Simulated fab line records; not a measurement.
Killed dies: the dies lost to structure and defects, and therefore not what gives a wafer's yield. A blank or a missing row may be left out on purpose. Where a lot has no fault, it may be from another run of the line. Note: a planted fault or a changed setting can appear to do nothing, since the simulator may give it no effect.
A struck lot beside a sound one | flow gf180mcu | 28 out of 602 route steps
Sound: wafers L382.2, L382.3, L382.5. Struck: wafers L374.3, L374.5 (left out: L374.2, a lot-mate that was not struck); the cause follows at the end.
Order at every step that has rows: each side's tool, ch and its chambers, its first start. Under that, the readings that differ: sound wafers | struck wafers | difference of the means | sigmas: that difference in standard deviations of wafers without a fault.
alike: readings whose means differ by less than 2 such deviations, and words and numbers that are the same on both sides. not compared: withheld readings, readings that some wafer has no value for, bounds like >300 that may hide the same value, and numbers for which the record gives no deviation and whose values overlap.
A row with sigmas, a row that says differs or no value, or rows on one side alone: a step with any of these is where the two part. When numbers do not overlap yet have no deviation, they are printed without sigmas and do not part them. A reading that every wafer of one side lacks parts them only if that side has two wafers or more.

first, 8 steps without rows for these wafers: GF_M1_PEB_12 (peb time 90 s); GF_M1_DEVELOP_13 (develop time 60 s); GF_M1_METAL_ETCH_16 (etches the open film in Cl2/BCl3, stops on SiO2, target depth 750.8 nm, time 125.1 s); GF_M1_STRIP_17 (strips in O2/N2); GF_M1_STRIP_18 (strips in post etch residue remover, time 1200 s); GF_M1_CLEAN_19 (cleans in DIW); GF_V1_CVD_00 (deposits SiO2, target thk 600 nm, time 100 s); GF_V1_CVD_02 (deposits SiO2 from TEOS, target thk 850 nm, time 94.851 s).
GF_V1_CMP_04: polishes SiO2.
  sound on cmp-02 ch 2,3, day 22 18:42; struck on cmp-02 ch 2,3, day 20 07:22
  reading                             | sound             | struck      | difference | sigmas
  slurry flow ml min                  | 150.0 149.8 148.9 | 150.7 151.2 | +1.4       | +3
  time to endpoint s (s)              | 82 81 86          | 100 108     | +21        | +4
  model.SiO2_of_V1_CVD_02.thk nm (nm) | 632.5 633.2 634   | 569.3 570.2 | -63.5      |
  alike: motor current A, retaining ring pressure frac
then, 9 steps without rows for these wafers: GF_V1_DEHYDRATE_06 (time 60 s); GF_V1_HMDS_07 (prime time 60 s); GF_V1_COAT_08; GF_V1_COAT_09 (resist thk 1000 nm); GF_V1_SOFTBAKE_10 (time 60 s); GF_V1_EXPOSE_11 (exposes mask Via1, target cd 260 nm); GF_V1_PEB_12 (peb time 90 s); GF_V1_DEVELOP_13 (develop time 60 s); GF_V1_ETCH_16 (etches BARC in N2/H2).
GF_V1_ETCH_17: etches SiO2 in C4F8/O2/Ar, stops on TiN, target depth 630 nm.
  sound on rie diel-01 ch 0,1; struck on rie diel-03 ch 2
  reading                        | sound             | struck      | difference | sigmas
  oes product au (a.u.)          | 0.846 0.852 0.863 | 0.810 0.811 | -0.043     | -10
  model.V1.feature depth nm (nm) | 632.5 633.2 634   | 569.3 570.2 | -63.5      |
  model.etch.depth nm (nm)       | 632.5 633.2 634   | 569.3 570.2 | -63.5      |
  alike: chamber pressure mTorr
then, 6 steps without rows for these wafers: GF_V1_STRIP_18 (strips in O2/N2); GF_V1_STRIP_19 (strips in post etch residue remover, time 1200 s); GF_V1_CLEAN_20 (cleans in DIW); GF_V1_SPUTTER_21 (material Ti, target thk 15 nm, time 80.02 s); GF_V1_SPUTTER_22 (material TiN, target thk 10 nm, time 40 s); GF_V1_CVD_23 (deposits W, target thk 350 nm, time 105.05 s).
GF_V1_CMP_26: polishes, stops on SiO2, t overpolish 15 s, target thk 0 nm.
  sound on cmp-01 ch 0,1,3, day 23 19:51; struck on cmp-02 ch 0,2, day 21 09:19
  reading                             | sound             | struck      | difference | sigmas
  model.SiO2_of_V1_CVD_02.thk nm (nm) | 628.7 629.4 630.3 | 565.5 566.4 | -63.5      |
  alike: motor current A, retaining ring pressure frac, slurry flow ml min
then, 1 step without rows for these wafers: GF_M2_SPUTTER_00 (material Ti, target thk 37.5 nm, time 150 s).
-- the record jumps here: 10 days lie between the struck wafers' starts before and after (it left off in module M2 and takes up again in module PASSIVATION, whose first step shown is number 602 of the route) --
GF_PASSIVATION_PROBE_99:
  the record has rows for the struck wafers here (prober-02, day 31 12:37) and none for the sound ones

WHERE THEY PART
First at GF_V1_CMP_04; last, within this record, at GF_PASSIVATION_PROBE_99.

WHY: whatever the simulator had introduced
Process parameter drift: cmp-02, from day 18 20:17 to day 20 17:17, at GF_V1_CMP_04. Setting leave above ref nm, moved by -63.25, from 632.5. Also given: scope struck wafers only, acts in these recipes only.
